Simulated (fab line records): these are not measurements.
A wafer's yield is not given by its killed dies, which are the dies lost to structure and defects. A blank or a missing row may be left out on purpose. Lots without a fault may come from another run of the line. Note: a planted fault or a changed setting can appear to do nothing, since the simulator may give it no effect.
Chamber matching    flow sky130    SKY_POLY_GATE_ETCH_17 on rie-si-02 has 4 sister chambers
The step etches poly-Si in HBr/Cl2, stops on SiO2, target depth 180 nm, time 70.5 s. 16 wafers are shown with their chamber, then 8 later ones without.

== WAFERS PAIRED WITH THEIR CHAMBERS ==
wafer   chamber  throttle-valve-pct (%)  oes-product-au (a.u.)
L207.2  2        33.687                  0.979
L207.3  3        33.687                  0.980
L207.5  3        33.700                  0.979
L209.2  1        33.685                  0.973
L209.5  3        33.684                  0.979
L209.6  1        33.684                  0.981
L212.1  3        33.689                  0.985
L212.2  1        33.681                  0.983
L212.6  3        33.677                  0.980
L214.4  3        33.668                  0.980
L214.5  3        33.687                  0.975
L214.6  2        33.677                  0.983
L218.1  3        33.673                  0.975
L218.2  0        33.673                  0.977
L218.5  1        33.686                  0.979
L224.2  3        33.662                  0.983

SIGNATURES, as means of the wafers listed above
reading             chamber 0  chamber 1  chamber 2  chamber 3  scatter within a chamber
throttle-valve-pct  33.67300   33.68400   33.68200   33.68078   0.00991
oes-product-au      0.97700    0.97900    0.98100    0.97956    0.00351
Rule: for each reading, subtract the chamber's mean from the wafer's reading, divide by that reading's scatter and square the result; add these up over the readings and take the root, which gives the wafer's distance from the chamber. If the next closest chamber is less than 2 further off than the closest, the wafer can't be placed; otherwise it belongs to the closest. The scatter: the root of (the sum of the squares of (reading less its chamber's mean) over the shown wafers, divided by (wafers less chambers)).

== WAFERS WHOSE CHAMBER IS MISSING ==
wafer   throttle-valve-pct (%)  oes-product-au (a.u.)
L224.4  33.692                  0.978
L224.6  33.674                  0.980
L226.3  33.681                  0.982
L226.4  33.680                  0.975
L226.5  33.694                  0.989
L229.1  33.688                  0.967
L229.2  33.672                  0.981
L229.6  33.689                  0.984

== WHICH CHAMBER EACH WENT THROUGH ==
wafer   from the rows above                in truth
L224.4  can't be placed: 1 or 3 or 2 or 0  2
L224.6  can't be placed: 3 or 2 or 0 or 1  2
L226.3  can't be placed: 2 or 3 or 1 or 0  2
L226.4  can't be placed: 0 or 1 or 3 or 2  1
L226.5  can't be placed: 2 or 3 or 1 or 0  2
L229.1  can't be placed: 0 or 1 or 3 or 2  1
L229.2  can't be placed: 3 or 2 or 0 or 1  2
L229.6  can't be placed: 2 or 1 or 3 or 0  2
Correct placement for 0 of the 8. From these rows, 8 cannot be placed; in 8 the true chamber is one of the candidates. Wrongly placed: 0.
